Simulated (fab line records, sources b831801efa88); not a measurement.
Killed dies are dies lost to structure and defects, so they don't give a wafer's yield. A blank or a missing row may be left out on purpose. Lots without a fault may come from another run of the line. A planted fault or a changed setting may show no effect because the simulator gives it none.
fab line records | flow sky130
record lots=5 wafers=15 last_day=49
route steps=708 shown VT_ADJUST_LVTN@111 VT_ADJUST_NCORE@119 VT_ADJUST_HVTR@131 PAD_OPEN@708
lots that met no fault: from a run of the same line without faults
start_h: hours from the record's first day to the start of the lot's first wafer shown | wait_h: hours since the lot's step before | " the same as in the row above | L1.1+2: a row that stands for several wafers | - no value, or no start given | * or withheld: withheld | < > ~ a bound
route shown NAME@n: a module of which the file shows steps, and the number in the route of the first | usual: mean/standard deviation of fault-free wafers | same: alike in all rows | chamber/n: place in a boat | sites: the reading at each site | _std_site: their standard deviation | _edge_site: outer sites' mean less inner sites' | radius_mm: how far each site lies from the wafer's centre | mask NAME#n: copy n | behind: the tool/chamber that last shaped the wafer | hold: why the lot was held/for how many hours/how that ended | device: the transistor (n, p or np) that didn't switch | end of line: the same wafers' tests at the end of the route | a step without rows: its recipe alone | killed: dies lost to structure and defects at the first sort, not the wafer's yield | map: a wafer's dies, x killed, . not, _ none there
set.NAME: the setting as run; set.NAME@STEP: as run at that earlier step | model.NAME: the simulator's own value behind a step, which no gauge read
lots at some steps of the route; a table a step, a row a wafer
services: from which hour (start_h, from the record's first day; less than 0 if before it) a tool's chamber was out of use, for how many hours, and why
## steps
# step SKY_VT_ADJUST_LVTN_SOFTBAKE_14
# recipe temp_c=90 time_s=60 resist=NOVOLAK
# step SKY_VT_ADJUST_LVTN_EXPOSE_15
# recipe mask_id=HVN_STD_DERIVED na=0.6 source_shape=conventional sigma_outer=0.6 polarization=unpolarized target_cd_nm=600 dose_mj=163
# step SKY_VT_ADJUST_LVTN_PEB_16
# recipe temp_c=withheld time_s=* resist=NOVOLAK
# step SKY_VT_ADJUST_LVTN_DEVELOP_17
# recipe resist=NOVOLAK developer=TMAH develop_time_s=60 dev_temp_c=23
# step SKY_VT_ADJUST_LVTN_OVL_MEAS_18
# usual VT_ADJUST_LVTN_01_OVL=-0.8/1.3
# columns lot.wafer tool chamber start_h wait_h VT_ADJUST_LVTN_01_OVL[nm]
L617.1 overlay-01 - 217.75 0.1 -0.6
L617.2 " - " " -1.4
L617.3 " - " " 0.1
L618.2 overlay-02 - 220.99 0.1 -1.7
L618.3 " - " " -2.6
L618.4 " - " " -3.4
L623.1 overlay-01 - 253.25 0.1 0.5
L623.2 " - " " -1.3
L623.5 " - " " -2.0
L624.1 overlay-02 - 262.93 0.1 -1.7
L624.2 " - " " -3.3
L624.6 " - " " -3.0
L625.1 overlay-01 - 275.35 0.1 0.5
L625.2 " - " " -2.0
L625.3 " - " " -1.2
# step SKY_VT_ADJUST_LVTN_IMPLANT_19
# recipe species=B energy_kev=30 dose_cm2=6.5e+11 tilt_deg=withheld
# step SKY_VT_ADJUST_LVTN_STRIP_20
# recipe chemistry=O2/N2 power_w=1400 pressure_mtorr=1500 platen_temp_c=withheld o2_flow_sccm=3000 n2_flow_sccm=300 overash_fraction=0.5
# usual drypump_motor_current_A=5.9/0.4 oes_product_au=0.716/0.0049 strip_time_to_endpoint_s=14.17/0.032
# columns lot.wafer tool chamber start_h wait_h drypump_motor_current_A oes_product_au rf_hours_counter_h strip_time_to_endpoint_s
L617.1 plasma_asher-01 0 217.93 0.1 5.9 0.718 37 14.19
L617.2 " 1 " " 5.6 0.712 37 14.12
L617.3 " 0 " " 5.9 0.715 - 14.20
L618.2 plasma_asher-01 0 221.17 0.1 5.9 0.722 37 14.20
L618.3 " 1 " " 5.6 0.718 - 14.24
L618.4 " 0 " " 5.9 0.719 - 14.16
L623.1 plasma_asher-01 1 253.43 0.1 5.7 0.721 40 14.16
L623.2 " 0 " " 6.0 0.706 40 14.19
L623.5 " 0 " " 6.0 0.716 - 14.20
L624.1 plasma_asher-01 1 263.12 0.1 5.6 0.710 41 14.19
L624.2 " 0 " " 6.0 0.716 41 14.21
L624.6 " 1 " " 5.6 0.727 - 14.19
L625.1 plasma_asher-01 1 275.53 0.1 5.6 0.718 43 14.18
L625.2 " 0 " " 6.0 0.712 43 14.13
L625.3 " 1 " " 5.6 0.710 - 14.11
# step SKY_VT_ADJUST_LVTN_TW_MEAS_21
# usual VT_ADJUST_LVTN_2_TW=187.3/1.2
# columns lot.wafer tool chamber start_h wait_h VT_ADJUST_LVTN_2_TW
L617.1 film_metro-02 - 218.03 0.1 188.2
L617.2 " - " " 186.7
L617.3 " - " " 187.7
L618.2 film_metro-02 - 221.28 0.1 186.9
L618.3 " - " " 186.5
L618.4 " - " " 186.3
L623.1 film_metro-02 - 253.53 0.1 186.9
L623.2 " - " " 187.9
L623.5 " - " " 186.1
L624.1 film_metro-02 - 263.22 0.1 187.1
L624.2 " - " " 187.1
L624.6 " - " " 187.1
L625.1 film_metro-04 - 275.63 0.1 187.0
L625.2 " - " " 187.2
L625.3 " - " " 187.8
# step SKY_VT_ADJUST_NCORE_DEHYDRATE_00
# recipe temp_c=200 time_s=60
# step SKY_VT_ADJUST_NCORE_HMDS_01
# recipe prime_time_s=60 prime_temp_c=120
# step SKY_VT_ADJUST_NCORE_COAT_02
# recipe resist=NOVOLAK spin_rpm=3000 resist_thk_nm=1140
# step SKY_VT_ADJUST_NCORE_SOFTBAKE_03
# recipe temp_c=90 time_s=60 resist=NOVOLAK
# step SKY_VT_ADJUST_NCORE_EXPOSE_04
# recipe mask_id=LVTN_COMPLEMENT_THIN na=0.6 source_shape=conventional sigma_outer=0.6 polarization=unpolarized target_cd_nm=380 dose_mj=139
# usual focus_offset_nm=0.0/0.52
# same sigma_outer=0.6
# columns lot.wafer tool chamber start_h wait_h mask focus_offset_nm
L617.1 iline_stepper-01 0 229.56 - LVTN_COMPLEMENT_THIN#0 0.3
L617.2 " 0 " " LVTN_COMPLEMENT_THIN#0 -0.6
L617.3 " 0 " " LVTN_COMPLEMENT_THIN#0 0.2
L618.2 iline_stepper-02 0 233.38 - LVTN_COMPLEMENT_THIN#0 0.0
L618.3 " 0 " " LVTN_COMPLEMENT_THIN#0 0.4
L618.4 " 0 " " LVTN_COMPLEMENT_THIN#0 -0.2
L623.1 iline_stepper-02 0 265.51 - HVN_STD_DERIVED#0 0.4
L623.2 " 0 " " HVN_STD_DERIVED#0 0.1
L623.5 " 0 " " HVN_STD_DERIVED#0 0.2
L624.1 iline_stepper-02 0 275.48 - LVTN_COMPLEMENT_THIN#0 1.4
L624.2 " 0 " " LVTN_COMPLEMENT_THIN#0 0.9
L624.6 " 0 " " LVTN_COMPLEMENT_THIN#0 0.4
L625.1 iline_stepper-02 0 288.08 - LVTN_COMPLEMENT_THIN#0 -0.2
L625.2 " 0 " " LVTN_COMPLEMENT_THIN#0 0.3
L625.3 " 0 " " LVTN_COMPLEMENT_THIN#0 -0.4
# step SKY_VT_ADJUST_NCORE_PEB_05
# recipe temp_c=withheld time_s=* resist=NOVOLAK
# step SKY_VT_ADJUST_NCORE_DEVELOP_06
# recipe resist=NOVOLAK developer=TMAH develop_time_s=60 dev_temp_c=23
# step SKY_VT_ADJUST_NCORE_CD_MEAS_07
# recipe target_cd_nm=380
# usual cd_nm=379.5/2
# columns lot.wafer tool chamber start_h wait_h cd_nm
L617.1 cd_sem-02 - 240.83 0.1 384.3
L617.2 " - " " 383.9
L617.3 " - " " 380.9
L618.2 cd_sem-02 - 243.80 0.1 381.0
L618.3 " - " " 380.9
L618.4 " - " " 379.1
L623.1 cd_sem-01 - 277.43 0.1 -
L623.2 " - " " -
L623.5 " - " " -
L624.1 cd_sem-01 - 287.58 0.1 375.9
L624.2 " - " " 378.8
L624.6 " - " " 377.2
L625.1 cd_sem-01 - 300.58 0.1 382.3
L625.2 " - " " 380.4
L625.3 " - " " 382.6
# step SKY_VT_ADJUST_NCORE_OVL_MEAS_08
# usual VT_ADJUST_NCORE_OVL=0.1/1.6
# columns lot.wafer tool chamber start_h wait_h VT_ADJUST_NCORE_OVL[nm]
L617.1 overlay-01 - 240.95 0.1 0.8
L617.2 " - " " -0.3
L617.3 " - " " 1.9
L618.2 overlay-02 - 243.91 0.1 1.9
L618.3 " - " " 3.0
L618.4 " - " " 4.8
L623.1 overlay-02 - 277.55 0.1 -
L623.2 " - " " -
L623.5 " - " " -
L624.1 overlay-02 - 287.70 0.1 0.1
L624.2 " - " " 1.7
L624.6 " - " " 0.0
L625.1 overlay-01 - 300.70 0.1 -0.1
L625.2 " - " " -0.9
L625.3 " - " " 0.5
# step SKY_VT_ADJUST_NCORE_IMPLANT_09
# recipe species=B energy_kev=10 dose_cm2=2.4e+12 tilt_deg=withheld
# step SKY_VT_ADJUST_NCORE_STRIP_10
# recipe chemistry=O2/N2 power_w=1400 pressure_mtorr=1500 platen_temp_c=withheld o2_flow_sccm=3000 n2_flow_sccm=300 overash_fraction=0.5
# usual drypump_motor_current_A=6.1/0.44 oes_product_au=0.715/0.0047 strip_time_to_endpoint_s=14.17/0.035
# columns lot.wafer tool chamber start_h wait_h drypump_motor_current_A oes_product_au rf_hours_counter_h strip_time_to_endpoint_s
L617.1 plasma_asher-03 1 241.14 0.1 6.4 0.714 58 14.18
L617.2 " 0 " " 6.4 0.709 58 14.13
L617.3 " 0 " " 6.4 0.715 - 14.19
L618.2 plasma_asher-04 1 244.09 0.1 6.7 0.709 57 14.20
L618.3 " 1 " " 6.7 0.717 - 14.14
L618.4 " 0 " " 5.3 0.720 - 14.22
L623.1 plasma_asher-01 0 277.74 0.1 6.0 0.712 43 14.19
L623.2 " 1 " " 5.6 0.723 43 14.17
L623.5 " 0 " " 6.0 0.715 - 14.22
L624.1 plasma_asher-04 0 287.89 0.1 5.4 0.711 60 14.18
L624.2 " 1 " " 6.7 0.707 60 14.16
L624.6 " 1 " " 6.7 0.712 - 14.19
L625.1 plasma_asher-03 1 301.32 0.1 6.4 0.712 63 14.20
L625.2 " 0 " " 6.4 0.723 63 14.16
L625.3 " 0 " " 6.4 0.718 - 14.18
# step SKY_VT_ADJUST_NCORE_TW_MEAS_11
# usual VT_ADJUST_NCORE_TW=218.0/1.5
# columns lot.wafer tool chamber start_h wait_h VT_ADJUST_NCORE_TW
L617.1 film_metro-03 - 241.24 0.1 216.9
L617.2 " - " " 216.9
L617.3 " - " " 215.0
L618.2 film_metro-01 - 244.20 0.1 220.2
L618.3 " - " " 221.7
L618.4 " - " " 219.7
L623.1 film_metro-03 - 277.84 0.1 29.7
L623.2 " - " " 29.7
L623.5 " - " " 29.8
L624.1 film_metro-03 - 287.99 0.1 218.1
L624.2 " - " " 217.2
L624.6 " - " " 217.0
L625.1 film_metro-04 - 301.42 0.1 215.0
L625.2 " - " " 216.0
L625.3 " - " " 215.2
# step SKY_VT_ADJUST_HVTR_DEHYDRATE_00
# recipe temp_c=200 time_s=60
# step SKY_PAD_OPEN_PROBE_99
# columns lot.wafer tool chamber start_h wait_h model.etest.pfet_16v.r_on_ohm_um model.etest.nfet_16v.r_on_ohm_um model.etest.pfet_g5v0d10v5.r_on_ohm_um model.etest.tip_p.rs_ohm_sq model.etest.pfet_01v8.r_on_ohm_um model.etest.tip_p_5v.rs_ohm_sq model.etest.pfet_g5v0d10v5.drive_ua_um model.etest.nfet_01v8.drive_ua_um
L617.1 prober-02 - 1126.40 0.1 1.503e+04 1.418e+04 4752 6859 2814 2857 344.3 506.9
L617.2 prober-02 - 1126.45 0.1 1.544e+04 1.425e+04 4850 6947 3005 2867 331.1 486.1
L617.3 prober-02 - 1126.50 0.2 1.508e+04 1.416e+04 4805 6898 2932 2876 339.3 504.4
L618.2 prober-01 - 1128.24 0.1 1.517e+04 1.457e+04 4789 6934 2899 2838 336.4 488.8
L618.3 prober-01 - 1128.29 0.2 1.511e+04 1.474e+04 4810 6906 2959 2866 336.3 493.1
L618.4 prober-01 - 1128.34 0.2 1.504e+04 1.451e+04 4756 6828 2936 2842 337.2 496.1
L623.1 prober-02 - 1154.10 0.1 1.692e+04 1.268e+04 6208 7854 3448 3097 237.9 590.6
L623.2 prober-02 - 1154.15 0.1 1.664e+04 1.246e+04 6129 7816 3385 3105 241.5 604.4
L623.5 prober-02 - 1154.30 0.2 1.682e+04 1.254e+04 6175 7819 3459 3095 237.8 589.2
L624.1 prober-01 - 1158.50 0.1 1.543e+04 1.415e+04 4848 6929 2877 2844 329.1 505.5
L624.2 prober-01 - 1158.55 0.1 1.572e+04 1.432e+04 4932 6975 2951 2850 326.8 497.9
L624.6 prober-01 - 1158.75 0.2 1.55e+04 1.409e+04 4853 6999 2969 2865 335.7 482.4
L625.1 prober-02 - 1170.60 0.1 1.513e+04 1.424e+04 4727 6891 2891 2841 348.9 517.5
L625.2 prober-02 - 1170.65 0.1 1.508e+04 1.432e+04 4822 6883 2974 2844 339.5 505.3
L625.3 prober-02 - 1170.70 0.2 1.533e+04 1.424e+04 4725 6850 2919 2829 345.8 514.2
# killed by level:class
L617.1 CONTACT:geometric_particle:open=9 VIA2:geometric_particle:open=7 FIELD_ISO:geometric_particle:short=6 LI_CONTACT:geometric_particle:open=6 VIA1:geometric_particle:open=6 VIA1:geometric_particle:short=6 FIELD_ISO:geometric_particle:open=5 POLY_GATE:geometric_particle:open=5
L617.2 VIA2:geometric_particle:open=12 VIA1:geometric_particle:open=10 METAL2:geometric_particle:short=8 CONTACT:geometric_particle:open=8 VIA3:geometric_particle:open=7 VIA1:geometric_particle:short=6 FIELD_ISO:geometric_particle:short=5 LI_CONTACT:geometric_particle:open=5
L617.3 CONTACT:geometric_particle:open=10 FIELD_ISO:geometric_particle:open=7 POLY_GATE:geometric_particle:open=7 VIA3:geometric_particle:open=7 VIA1:geometric_particle:open=6 METAL2:geometric_particle:short=6 FIELD_ISO:geometric_particle:short=5 CONTACT:geometric_particle:short=5
L618.2 VIA1:geometric_particle:open=11 LI_CONTACT:geometric_particle:open=9 CONTACT:geometric_particle:open=9 METAL2:geometric_particle:short=9 VIA2:geometric_particle:open=8 CONTACT:geometric_particle:short=7 VIA1:geometric_particle:short=6 METAL1:geometric_particle:short=6
L618.3 VIA1:geometric_particle:open=11 CONTACT:geometric_particle:open=10 VIA3:geometric_particle:open=10 CONTACT:geometric_particle:short=9 LI_CONTACT:geometric_particle:open=8 LI_CONTACT:geometric_particle:short=5 VIA3:geometric_particle:short=5 METAL3:geometric_particle:short=4
L618.4 VIA1:geometric_particle:open=13 CONTACT:geometric_particle:open=10 METAL2:geometric_particle:short=9 CONTACT:geometric_particle:short=7 VIA1:geometric_particle:short=6 LI_CONTACT:geometric_particle:open=5 FIELD_ISO:geometric_particle:short=4 FIELD_ISO:geometric_particle:open=4
L624.1 LI_CONTACT:geometric_particle:open=8 VIA1:geometric_particle:open=8 CONTACT:geometric_particle:open=7 CONTACT:geometric_particle:short=6 METAL1:geometric_particle:short=6 VIA3:geometric_particle:open=5 METAL2:geometric_particle:short=5 FIELD_ISO:geometric_particle:short=4
L624.2 VIA3:geometric_particle:open=10 METAL1:geometric_particle:short=9 CONTACT:geometric_particle:short=7 VIA1:geometric_particle:open=5 CONTACT:geometric_particle:open=5 VIA2:geometric_particle:open=5 METAL2:geometric_particle:short=5 FIELD_ISO:geometric_particle:open=3
L624.6 VIA3:geometric_particle:open=9 VIA1:geometric_particle:open=8 CONTACT:geometric_particle:open=8 METAL2:geometric_particle:short=7 FIELD_ISO:geometric_particle:short=6 VIA2:geometric_particle:short=6 CONTACT:geometric_particle:short=5 FIELD_ISO:geometric_particle:open=4
L625.1 METAL1:geometric_particle:short=7 VIA3:geometric_particle:open=7 CONTACT:geometric_particle:short=5 VIA1:geometric_particle:open=5 VIA2:geometric_particle:open=5 LI_CONTACT:geometric_particle:open=4 FIELD_ISO:geometric_particle:open=3 FIELD_ISO:geometric_particle:short=3
L625.2 CONTACT:geometric_particle:open=15 METAL1:geometric_particle:short=7 LI_CONTACT:geometric_particle:open=6 CONTACT:geometric_particle:short=6 POLY_GATE:geometric_particle:open=5 SPACER:geometric_particle:open=5 LOCAL_INTERCONNECT:geometric_particle:short=5 FIELD_ISO:geometric_particle:open=4
L625.3 VIA1:geometric_particle:open=7 VIA3:geometric_particle:open=7 LI_CONTACT:geometric_particle:open=6 VIA2:geometric_particle:open=6 POLY_GATE:geometric_particle:open=5 CONTACT:geometric_particle:open=5 CONTACT:geometric_particle:short=5 METAL2:geometric_particle:short=4
## services
# columns tool chamber start_h hours kind
iline_stepper-01 0 216.72 - calibration
plasma_asher-04 - 238.54 0.3 repair
iline_stepper-02 0 241.99 - calibration
plasma_asher-03 - 242.68 5.4 repair
iline_stepper-02 - 259.97 1.7 pm
plasma_asher-04 - 266.28 10.0 repair
## key
first_sign step=SKY_VT_ADJUST_NCORE_EXPOSE_04 reading=mask direction=changed
effect step=SKY_VT_ADJUST_NCORE_CD_MEAS_07 reading=cd_nm direction=missing
effect step=SKY_VT_ADJUST_NCORE_OVL_MEAS_08 reading=VT_ADJUST_NCORE_OVL direction=missing
effect step=SKY_VT_ADJUST_NCORE_TW_MEAS_11 reading=VT_ADJUST_NCORE_TW direction=down sigmas=99+ usual=218.0 struck=29.7
model_effect step=SKY_PAD_OPEN_PROBE_99 value=etest.pfet_16v.r_on_ohm_um without=1.509e+04 struck=1.679e+04
met_at SKY_VT_ADJUST_NCORE_EXPOSE_04
struck_wafers L623.1,L623.2,L623.5
sort_left_out L623.1,L623.2,L623.5
tester_left_out L623
onset_between 233.38 265.51
fault kind=wrong_mask tool=any chamber=- onset_h=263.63 steps=SKY_VT_ADJUST_NCORE_EXPOSE_04 aux_copy=HVN_STD_DERIVED#0 scope=struck_lots_only
# tester_left_out: of these lots the tester's yield and bins aren't shown, on N5 and GAA mostly nor the transistor test; their killed dies are dies lost to structure and defects alone, not to doping, threshold or leakage, so they don't give the yield
# sort_left_out: the simulated sort isn't trusted on such a fault, so these wafers' sort isn't shown, and their yield isn't known
